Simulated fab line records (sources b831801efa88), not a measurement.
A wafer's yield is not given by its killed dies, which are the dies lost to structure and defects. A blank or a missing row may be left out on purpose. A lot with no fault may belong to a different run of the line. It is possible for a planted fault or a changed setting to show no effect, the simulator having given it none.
Which tool did it? | flow sky130 | Sampling: 11 lots, 33 wafers, 3 of 708 route steps

WHAT EACH GAUGE READ, for each wafer
SKY_NWELL_TW_MEAS_15.
lot  | measured     | on           | NWELL_TW
L226 | day 5 04:21  | filmMetro-01 | 1811 1821 1815
L228 | day 5 16:37  | filmMetro-01 | 1822 1828 1821
L233 | day 6 23:21  | filmMetro-04 | 1840 1831 1838
L234 | day 7 06:20  | filmMetro-01 | 3616 3631 3641
L235 | day 7 12:45  | filmMetro-01 | 3635 3637 3637
L237 | day 7 21:10  | filmMetro-02 | 3659 3666 3647
L238 | day 8 06:48  | filmMetro-04 | 1816 1823 1817
L241 | day 8 23:06  | filmMetro-04 | 1822 1830 1834
L242 | day 9 02:38  | filmMetro-01 | 1831 1813 1823
L243 | day 9 12:46  | filmMetro-01 | 1810 1819 1819
L246 | day 10 10:30 | filmMetro-02 | 1821 1814 1820

TOOL THAT RAN EACH LOT (tool first, then ch and the chambers of the sampled wafers, then the start)
lot  | SKY_FIELD_ISO_CMP_27         | SKY_NWELL_IMPLANT_11
L226 | cmp-02 ch 1,2, day 3 00:02   | implanter-04 ch 0, day 5 02:43
L228 | cmp-02 ch 1,2,3, day 3 11:04 | implanter-01 ch 0, day 5 16:02
L233 | cmp-02 ch 0,1,3, day 4 14:08 | implanter-01 ch 0, day 6 22:49
L234 | cmp-02 ch 0,2, day 4 19:01   | implanter-01 ch 0, day 7 05:47
L235 | cmp-02 ch 0,3, day 5 01:11   | implanter-01 ch 0, day 7 12:13
L237 | cmp-01 ch 2,3, day 5 09:40   | implanter-01 ch 0, day 7 20:38
L238 | cmp-01 ch 0,1, day 5 17:05   | implanter-02 ch 0, day 8 06:16
L241 | cmp-02 ch 0,2,3, day 6 07:19 | implanter-04 ch 0, day 8 22:33
L242 | cmp-02 ch 1,2, day 6 11:01   | implanter-04 ch 0, day 9 02:05
L243 | cmp-02 ch 0,1,3, day 6 19:35 | implanter-02 ch 0, day 9 12:15
L246 | cmp-02 ch 0,1, day 7 13:24   | implanter-04 ch 0, day 10 09:57
- SKY_FIELD_ISO_CMP_27: polishes, stops on Si3N4, t overpolish 16 s, target thk 457.8 nm.
- SKY_NWELL_IMPLANT_11

THE ANSWER, worked out from the rows above alone
Rule: the lots themselves supply what counts as usual. Put in order of their means at a reading, lots are off if they are a third of the lots or fewer, leave a main group of 4 or more, and stand apart from it by a gap of 3 or more times the standard deviation of the main group's means; of several such gaps the widest counts. If all means in a main group match to the digits the tables above print for the reading, that group is not used. A lot without any number at a reading at which 4 lots or more have one is off too. Where the step has rows for the other lots, those lots are counted as sound.
Off: L234, L235, L237, at SKY_NWELL_TW_MEAS_15 (NWELL_TW). For the main group the mean is 1822 and the standard deviation 6.6.
A tool fits if, at a process step before that reading, it ran every lot that is off, and no sound lot after the first of them. Gauges at SKY_NWELL_TW_MEAS_15: tried the same way as those tools. One fits: SKY_NWELL_IMPLANT_11 on implanter-01. Its last sound lot is L233 (day 6 22:49), its first lot that is off L234 (day 7 05:47): a fault that began between those two fits.

WHAT WAS PUT IN BY THE SIMULATOR
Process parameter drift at SKY_NWELL_IMPLANT_11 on implanter-01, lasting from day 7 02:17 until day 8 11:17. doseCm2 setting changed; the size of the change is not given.
Struck lots among those shown: L234, L235, L237. The rule given above showed the same thing.
